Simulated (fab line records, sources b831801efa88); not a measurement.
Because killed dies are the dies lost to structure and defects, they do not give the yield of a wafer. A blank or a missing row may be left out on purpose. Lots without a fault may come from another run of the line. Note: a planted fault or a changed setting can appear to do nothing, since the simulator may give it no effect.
Chamber matching ; flow sfq line ; SFQ_TRILAYER_I0_VIA_ETCH_VIA_ETCH_034 on rie diel-03 has 3 sister chambers
The step etches SiO2 in CHF3, stops on Nb, target depth 260 nm. 3 wafers are shown with their chamber, then 4 later ones without.

== WAFERS PAIRED WITH THEIR CHAMBERS ==
wafer;chamber;drypump motor current A (A)
L861.6;1;5.65
L863.2;3;5.82
L863.3;0;5.46

== WAFERS WHOSE CHAMBER IS MISSING ==
wafer;drypump motor current A (A)
L863.4;5.63
L864.1;5.43
L870.4;5.61
L870.6;5.80

== CHAMBER TAKEN BY EACH ==
wafer;from the rows above;in truth
L863.4;1;1
L864.1;0;0
L870.4;1;1
L870.6;3;3
Correct placement for 4 of the 4. Not placeable from these rows: 0. 0 placed wrongly.
How it was worked out, from the rows above alone: a wafer's distance from a chamber is the root of the sum, over the readings, of the square of ((its reading less the chamber's mean) divided by the reading's scatter). If the next closest chamber is less than 2 further off than the closest, the wafer can't be placed; otherwise it belongs to the closest. For every chamber, the mean is computed from those of its wafers that are shown. The scatter: root of mean squared gap, hidden wafer to nearest shown wafer, with one shown wafer a chamber.
